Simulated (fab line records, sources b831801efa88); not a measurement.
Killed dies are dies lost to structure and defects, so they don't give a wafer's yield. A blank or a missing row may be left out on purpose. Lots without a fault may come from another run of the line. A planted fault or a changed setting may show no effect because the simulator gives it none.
Which tool did it? | flow gf180mcu | 12 lots, 36 wafers sampled, at 6 steps of a route of 602

WHAT THE GAUGES READ, wafer by wafer
GF_NSD_CD_MEAS_07: target cd 400 nm.
lot  | measured     | on        | cd_nm (nm)
L535 | day 13 07:48 | cd_sem-01 | 396.3 397.0 396.7
L537 | day 13 21:12 | cd_sem-01 | 399.8 400.2 400.2
L542 | day 15 18:55 | cd_sem-02 | 402.5 403.2 402.2
L545 | day 17 02:29 | cd_sem-02 | 386.5 385.7 385.5 386.8 385.3 385.5
L546 | day 17 12:28 | cd_sem-02 | 385.9 386.3 385.4 385.4 386.3 385.8
L548 | day 17 22:52 | cd_sem-01 | 386.1 385.2 385.3 386.0 384.8 385.3
L550 | day 19 02:44 | cd_sem-01 | 398.3 398.8 399.0
L552 | day 19 07:27 | cd_sem-01 | 403.3 404.3 402.9
L553 | day 19 10:56 | cd_sem-01 | 399.2 399.4 397.7
L557 | day 20 23:43 | cd_sem-01 | 402.5 401.7 402.8
L556 | day 20 23:55 | cd_sem-02 | 400.6 399.9 399.5
L558 | day 21 10:44 | cd_sem-02 | 403.3 404.2 403.7

GF_M4_OVL_MEAS_15.
lot  | measured     | on         | M4_OVL (nm)
L535 | day 23 08:40 | overlay-01 | 6 7 9
L537 | day 23 22:49 | overlay-01 | 11 11 10
L542 | day 25 22:41 | overlay-02 | -2 -1 -2
L545 | day 27 03:14 | overlay-02 | -1 5 3
L546 | day 27 11:11 | overlay-01 | -4 2 -2
L548 | day 27 22:22 | overlay-01 | -3 2 0
L550 | day 28 21:37 | overlay-01 | 4 5 11
L552 | day 29 01:11 | overlay-01 | -2 8 5
L553 | day 29 02:14 | overlay-01 | -10 -3 -7
L557 | day 30 08:10 | overlay-02 | 3 2 1
L556 | day 30 07:53 | overlay-02 | 9 8 6
L558 | day 30 16:40 | overlay-01 | -1 -1 4

WHICH TOOL RAN EACH LOT (tool, then ch and the chambers of the sampled wafers, then the start)
lot  | GF_NSD_COAT_02                    | GF_NSD_STRIP_11                      | GF_M1_STRIP_17                       | GF_V1_SOFTBAKE_10
L535 | litho_track-03 ch 0, day 12 21:48 | plasma_asher-02 ch 1, day 13 08:15   | plasma_asher-01 ch 0,1, day 17 02:46 | litho_track-04 ch 0, day 23 08:40 or earlier
L537 | litho_track-01 ch 0, day 13 10:40 | plasma_asher-01 ch 0,1, day 13 21:39 | plasma_asher-02 ch 0,1, day 17 15:51 | litho_track-04 ch 0, day 23 22:49 or earlier
L542 | litho_track-04 ch 0, day 15 07:31 | plasma_asher-03 ch 0,1, day 15 19:21 | plasma_asher-01 ch 0,1, day 19 19:58 | litho_track-04 ch 0, day 25 22:41 or earlier
L545 | litho_track-03 ch 0, day 16 15:03 | plasma_asher-02 ch 1, day 17 08:07   | plasma_asher-01 ch 0, day 21 04:39   | litho_track-04 ch 0, day 27 03:14 or earlier
L546 | litho_track-03 ch 0, day 17 01:34 | plasma_asher-03 ch 0,1, day 17 15:01 | plasma_asher-03 ch 0,1, day 21 15:44 | litho_track-02 ch 0, day 27 11:11 or earlier
L548 | litho_track-03 ch 0, day 17 11:07 | plasma_asher-03 ch 0,1, day 18 01:21 | plasma_asher-03 ch 0,1, day 22 02:52 | litho_track-04 ch 0, day 27 22:22 or earlier
L550 | litho_track-04 ch 0, day 18 14:47 | plasma_asher-02 ch 1, day 19 03:11   | plasma_asher-01 ch 0,1, day 23 05:37 | litho_track-03 ch 0, day 28 21:37 or earlier
L552 | litho_track-01 ch 0, day 18 19:30 | plasma_asher-01 ch 0,1, day 19 07:55 | plasma_asher-01 ch 0,1, day 23 10:25 | litho_track-03 ch 0, day 29 01:11 or earlier
L553 | litho_track-01 ch 0, day 18 22:24 | plasma_asher-01 ch 0,1, day 19 11:23 | plasma_asher-01 ch 0,1, day 23 13:03 | litho_track-02 ch 0, day 29 02:14 or earlier
L557 | litho_track-04 ch 0, day 20 11:38 | plasma_asher-03 ch 0, day 21 00:11   | plasma_asher-03 ch 0, day 24 23:16   | litho_track-02 ch 0, day 30 08:10 or earlier
L556 | litho_track-03 ch 0, day 20 11:52 | plasma_asher-03 ch 0,1, day 21 00:22 | plasma_asher-01 ch 0,1, day 24 23:16 | litho_track-03 ch 0, day 30 07:53 or earlier
L558 | litho_track-01 ch 0, day 20 22:42 | plasma_asher-02 ch 0,1, day 21 11:11 | plasma_asher-03 ch 0,1, day 25 09:11 | litho_track-02 ch 0, day 30 16:40 or earlier
- GF_NSD_COAT_02: resist thk 1000 nm.
- GF_NSD_STRIP_11: strips in O2/N2.
- GF_M1_STRIP_17: strips in O2/N2.
- GF_V1_SOFTBAKE_10: time 61.46 s.

WHAT THE TOOLS THEMSELVES READ (means of the sampled wafers that have a number; where no wafer has one, the mark that the record gives instead)
GF_NSD_COAT_02.
lot  | tool           | spin_speed_rpm (rpm)
L535 | litho_track-03 | 2999.0
L537 | litho_track-01 | 2999.0
L542 | litho_track-04 | 2999.8
L545 | litho_track-03 | 3002.0
L546 | litho_track-03 | 3001.4
L548 | litho_track-03 | 3000.6
L550 | litho_track-04 | 3001.0
L552 | litho_track-01 | 3000.3
L553 | litho_track-01 | 3001.1
L557 | litho_track-04 | 2999.2
L556 | litho_track-03 | 2999.2
L558 | litho_track-01 | 2999.2

GF_NSD_STRIP_11.
lot  | tool            | drypump_motor_current_A (A) | heater_power_w (W) | oes_product_au (a.u.) | strip_time_to_endpoint_s (s)
L535 | plasma_asher-02 | 5.7                         | 362                | 0.486                 | 22.88
L537 | plasma_asher-01 | 5.6                         | 339                | 0.485                 | 23.04
L542 | plasma_asher-03 | 6.1                         | 324                | 0.487                 | 23.00
L545 | plasma_asher-02 | 5.7                         | 367                | 0.505                 | 24.63
L546 | plasma_asher-03 | 6.1                         | 323                | 0.506                 | 24.72
L548 | plasma_asher-03 | 6.1                         | 321                | 0.503                 | 24.67
L550 | plasma_asher-02 | 5.7                         | 361                | 0.484                 | 23.00
L552 | plasma_asher-01 | 5.1                         | 352                | 0.484                 | 22.95
L553 | plasma_asher-01 | 5.6                         | 347                | 0.490                 | 22.97
L557 | plasma_asher-03 | 5.5                         | 277                | 0.485                 | 22.90
L556 | plasma_asher-03 | 6.1                         | 312                | 0.486                 | 22.96
L558 | plasma_asher-02 | 5.5                         | 348                | 0.485                 | 22.92

GF_M1_STRIP_17.
lot  | tool            | drypump_motor_current_A (A) | heater_power_w (W) | oes_product_au (a.u.) | strip_time_to_endpoint_s (s)
L535 | plasma_asher-01 | 5.6                         | 337                | 0.554                 | 7.83
L537 | plasma_asher-02 | 5.4                         | 348                | 0.557                 | 7.82
L542 | plasma_asher-01 | 5.2                         | 354                | 0.554                 | 7.82
L545 | plasma_asher-01 | 4.7                         | 367                | 0.555                 | 7.90
L546 | plasma_asher-03 | 6.1                         | 312                | 0.562                 | 7.94
L548 | plasma_asher-03 | 5.8                         | 297                | 0.555                 | 7.90
L550 | plasma_asher-01 | 5.1                         | 348                | 0.554                 | 7.86
L552 | plasma_asher-01 | 5.6                         | 337                | 0.559                 | 7.84
L553 | plasma_asher-01 | 5.1                         | 352                | 0.559                 | 7.82
L557 | plasma_asher-03 | 5.5                         | 278                | 0.558                 | 7.85
L556 | plasma_asher-01 | 5.1                         | 352                | 0.552                 | 7.80
L558 | plasma_asher-03 | 5.8                         | 295                | 0.561                 | 7.88

GF_V1_SOFTBAKE_10.
lot  | tool           | plate_sensor_t_centre_C (C) | plate_sensor_t_edge_C (C)
L535 | litho_track-04 | 131.01                      | 131.21
L537 | litho_track-04 | 131.03                      | 131.20
L542 | litho_track-04 | 131.01                      | 131.21
L545 | litho_track-04 | 131.01                      | 131.21
L546 | litho_track-02 | 131.01                      | 131.21
L548 | litho_track-04 | 131.01                      | 131.20
L550 | litho_track-03 | 131.02                      | 131.21
L552 | litho_track-03 | 131.02                      | 131.20
L553 | litho_track-02 | 131.01                      | 131.20
L557 | litho_track-02 | 131.02                      | 131.22
L556 | litho_track-03 | 131.02                      | 131.21
L558 | litho_track-02 | 131.01                      | 131.21

THE ANSWER, worked out from the rows above alone
Rule: what is usual is taken from the lots themselves. Put in order of their means at a reading, lots are off if they are a third of the lots or fewer, leave a main group of 4 or more, and stand apart from it by a gap of 3 or more times the standard deviation of the main group's means; of several such gaps the widest counts. A main group whose means are all the same, to the digits that the tables above print for the reading, isn't used. A lot without any number at a reading at which 4 lots or more have one is off too. The other lots that the step has rows for count as sound. The gauges are gone through in route order, then the tools' own readings, and for those a lot's mean is taken as printed above. The first step at which some lot is off is used, and at that step the reading that is off furthest; a lot without a number counts as furthest.
Off: L545, L546, L548, at GF_NSD_CD_MEAS_07 (cd_nm). The main group: mean 400.7 nm, standard deviation 2.3.
A tool fits if, at a process step before that reading, it ran every lot that is off, and no sound lot after the first of them. The gauges at GF_NSD_CD_MEAS_07 aren't tried: what is off there is off at GF_NSD_STRIP_11 too, on other tools, and a gauge's error can't cause that. None of those tried fits.

WHAT THE SIMULATOR HAD PUT IN
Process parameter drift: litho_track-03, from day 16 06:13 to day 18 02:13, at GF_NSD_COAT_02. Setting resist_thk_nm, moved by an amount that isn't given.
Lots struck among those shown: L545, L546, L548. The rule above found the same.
